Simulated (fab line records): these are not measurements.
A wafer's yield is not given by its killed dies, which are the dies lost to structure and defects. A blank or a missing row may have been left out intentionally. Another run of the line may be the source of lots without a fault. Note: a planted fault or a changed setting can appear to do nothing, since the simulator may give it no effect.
Chamber matching || flow gf180mcu || GF_V1_CMP_26 on cmp-01: 4 sister chambers
The step polishes, stops on SiO2, t overpolish 15 s, target thk 0 nm. 14 wafers are shown with their chamber, then 7 later ones without.

== WAFERS PAIRED WITH THEIR CHAMBERS ==
{"wafer": "L380.3", "chamber": 2, "motorCurrentA (A)": 10.2, "timeToEndpointS (s)": 77, "overpolishRunS (s)": 15.005}
{"wafer": "L380.4", "chamber": 1, "motorCurrentA (A)": 12.4, "timeToEndpointS (s)": 80, "overpolishRunS (s)": 15.002}
{"wafer": "L380.6", "chamber": 1, "motorCurrentA (A)": 12.4, "timeToEndpointS (s)": 83, "overpolishRunS (s)": 15.001}
{"wafer": "L381.3", "chamber": 2, "motorCurrentA (A)": 10.2, "timeToEndpointS (s)": 82, "overpolishRunS (s)": 14.998}
{"wafer": "L381.4", "chamber": 3, "motorCurrentA (A)": 10.0, "timeToEndpointS (s)": 87, "overpolishRunS (s)": 15.002}
{"wafer": "L381.5", "chamber": 0, "motorCurrentA (A)": 12.3, "timeToEndpointS (s)": 88, "overpolishRunS (s)": 14.990}
{"wafer": "L382.1", "chamber": 3, "motorCurrentA (A)": 9.8, "timeToEndpointS (s)": 93, "overpolishRunS (s)": 15.001}
{"wafer": "L382.3", "chamber": 1, "motorCurrentA (A)": 12.0, "timeToEndpointS (s)": 87, "overpolishRunS (s)": 14.994}
{"wafer": "L382.4", "chamber": 2, "motorCurrentA (A)": 10.5, "timeToEndpointS (s)": 84, "overpolishRunS (s)": 15.013}
{"wafer": "L384.2", "chamber": 2, "motorCurrentA (A)": 10.6, "timeToEndpointS (s)": 83, "overpolishRunS (s)": 14.994}
{"wafer": "L384.3", "chamber": 1, "motorCurrentA (A)": 12.1, "timeToEndpointS (s)": 87, "overpolishRunS (s)": 15.014}
{"wafer": "L384.4", "chamber": 0, "motorCurrentA (A)": 13.1, "timeToEndpointS (s)": 84, "overpolishRunS (s)": 14.986}
{"wafer": "L385.3", "chamber": 0, "motorCurrentA (A)": 12.9, "timeToEndpointS (s)": 87, "overpolishRunS (s)": 14.997}
{"wafer": "L385.5", "chamber": 3, "motorCurrentA (A)": 10.7, "timeToEndpointS (s)": 87, "overpolishRunS (s)": 15.005}

SIGNATURES, as means of the wafers listed above
{"reading": "motorCurrentA", "chamber 0": 12.767, "chamber 1": 12.225, "chamber 2": 10.375, "chamber 3": 10.167, "scatter within a chamber": 0.324}
{"reading": "timeToEndpointS", "chamber 0": 86.33, "chamber 1": 84.25, "chamber 2": 81.50, "chamber 3": 89.00, "scatter within a chamber": 3.11}
{"reading": "overpolishRunS", "chamber 0": 14.99100, "chamber 1": 15.00275, "chamber 2": 15.00250, "chamber 3": 15.00267, "scatter within a chamber": 0.00697}
Rule: distance of a wafer from a chamber = root of the sum over the readings of ((wafer's reading minus chamber's mean) / reading's scatter) squared. The wafer belongs to the nearest chamber; if the next one is less than 2 further off, it can't be placed. The scatter: the root of (the sum of the squares of (reading less its chamber's mean) over the shown wafers, divided by (wafers less chambers)).

== WAFERS WHOSE CHAMBER IS MISSING ==
{"wafer": "L385.6", "motorCurrentA (A)": 13.0, "timeToEndpointS (s)": 81, "overpolishRunS (s)": 14.987}
{"wafer": "L387.3", "motorCurrentA (A)": 12.1, "timeToEndpointS (s)": 86, "overpolishRunS (s)": 15.006}
{"wafer": "L387.4", "motorCurrentA (A)": 10.7, "timeToEndpointS (s)": 86, "overpolishRunS (s)": 14.997}
{"wafer": "L387.6", "motorCurrentA (A)": 12.5, "timeToEndpointS (s)": 84, "overpolishRunS (s)": 14.994}
{"wafer": "L390.5", "motorCurrentA (A)": 12.3, "timeToEndpointS (s)": 82, "overpolishRunS (s)": 14.986}
{"wafer": "L390.6", "motorCurrentA (A)": 12.5, "timeToEndpointS (s)": 87, "overpolishRunS (s)": 15.001}
{"wafer": "L392.5", "motorCurrentA (A)": 10.2, "timeToEndpointS (s)": 91, "overpolishRunS (s)": 15.007}

== WHICH CHAMBER EACH ONE RAN IN ==
{"wafer": "L385.6", "from the rows above": "can't be placed: 0 or 1", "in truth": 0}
{"wafer": "L387.3", "from the rows above": 1, "in truth": 1}
{"wafer": "L387.4", "from the rows above": "can't be placed: 2 or 3", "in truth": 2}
{"wafer": "L387.6", "from the rows above": "can't be placed: 0 or 1", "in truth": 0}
{"wafer": "L390.5", "from the rows above": "can't be placed: 0 or 1", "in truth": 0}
{"wafer": "L390.6", "from the rows above": "can't be placed: 1 or 0", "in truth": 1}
{"wafer": "L392.5", "from the rows above": 3, "in truth": 3}
Correct placement for 2 of the 7. From these rows, 5 cannot be placed; in 5 the true chamber is one of the candidates. Number placed wrongly: 0.
